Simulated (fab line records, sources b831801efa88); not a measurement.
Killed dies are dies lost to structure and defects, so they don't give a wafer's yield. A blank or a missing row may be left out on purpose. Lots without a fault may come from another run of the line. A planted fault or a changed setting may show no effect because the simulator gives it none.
Problem report in the 8D (eight disciplines) form, filled by code | flow sky130 | the parts of the form that need people (team, actions taken, sign-off) are left out

1. THE PROBLEM
killed_at_front_end at SKY_PAD_OPEN_PROBE_99 reads a mean of 51 on 1 wafer of 1 lot; wafers without a fault read 15 with a standard deviation of 4.2. That is +8.6 standard deviations from the usual mean.
First seen on wafer L767.1, day 49 17:53, on prober-01. The record holds 18 wafers of 6 lots with a number at this step. Rule for "out", or "out of limits": more than 4 standard deviations from the usual mean. The other wafers with a number count as sound.

2. WHAT IT IS AND WHAT IT IS NOT
question                    | is                  | is not
which readings at this step | killed_at_front_end | killed_at_M0_to_M3, killed_at_M4_up, killed_at_contacts, killed_at_other, killed_open, killed_short
which lots                  | L767                | L751, L752, L758, L771, L772
which wafers of those lots  | L767.1              | L767.4, L767.5
read on which tools         | prober-01           | prober-02
when                        | from day 49 17:53   | up to then (9 sound wafers); but 8 sound wafers of L767, L771, L772 came after

3. SUSPECTS, AND WHAT RULES EACH OUT
Counting: a tool at a process step up to the reading stays a suspect if it ran every lot that is out. Sound lots after the first of them don't rule it out here, since some wafers of a struck lot are sound.
- rie_diel-01 at SKY_POLY_CUT_ETCH_10 (etches BARC in N2/H2, stops on SiO2, time 45.9 s, target depth 60 nm): kept. It ran the lot that is out, L767 (day 29 21:28); its last sound lot up to then is L751 (day 24 01:59).
- plasma_asher-04 at SKY_PASSIVATION_STRIP_12 (strips in O2/N2): kept. It ran the lot that is out, L767 (day 48 22:01); its last sound lot up to then is L752 (day 45 09:43).
- plasma_asher-02 at SKY_PAD_OPEN_STRIP_08 (strips in O2/N2): kept. It ran the lot that is out, L767 (day 49 15:40); its last sound lot up to then is L751 (day 45 19:47).
- prober-01 at SKY_PAD_OPEN_PROBE_99: kept. It ran the lot that is out, L767 (day 49 17:53); its last sound lot up to then is L758 (day 47 19:01). Its own readings are out on those wafers: killed_at_front_end.
- Within rie_diel-01 at SKY_POLY_CUT_ETCH_10: the wafers that are out ran in chamber 0; their sound lot-mates ran in chambers 1, 3.
Left after counting: rie_diel-01 at SKY_POLY_CUT_ETCH_10, plasma_asher-04 at SKY_PASSIVATION_STRIP_12, plasma_asher-02 at SKY_PAD_OPEN_STRIP_08, prober-01 at SKY_PAD_OPEN_PROBE_99.

4. THE CAUSE (what the simulator had put in)
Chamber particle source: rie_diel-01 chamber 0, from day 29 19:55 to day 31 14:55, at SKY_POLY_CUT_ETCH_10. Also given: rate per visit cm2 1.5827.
Counting left 4 suspects, and this tool is among them.

5. THE CHAIN OF EFFECTS, in route order
Each row: a reading whose mean over the struck wafers that have a number lies more than 3 standard deviations from the usual. Only readings for which the record gives a usual standard deviation are gone through. hours: the time from each lot's start at the first step in this table that gives one to its start at this step, as a median over the lots. sigmas: the change in usual standard deviations.
hours | step                  | reading             | usual | on struck wafers | change | sigmas
0     | SKY_PAD_OPEN_PROBE_99 | killed_at_front_end | 15    | 51               | +36    | +8.6
The process steps in it:
- SKY_PAD_OPEN_PROBE_99

6. WHAT WOULD HAVE CAUGHT IT SOONER
In this record the first reading out of limits was taken at day 49 17:53, 478 hours after the fault began at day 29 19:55.
Of the tool readings at SKY_POLY_CUT_ETCH_10 for which the record gives a usual standard deviation, none was out on any struck wafer, so an alarm limit of 4 standard deviations on them would not have fired.
All the lots that are out (1) had begun SKY_POLY_CUT_ETCH_10 on rie_diel-01 by day 49 17:53. A hold on the tool at that time would have spared none of them.
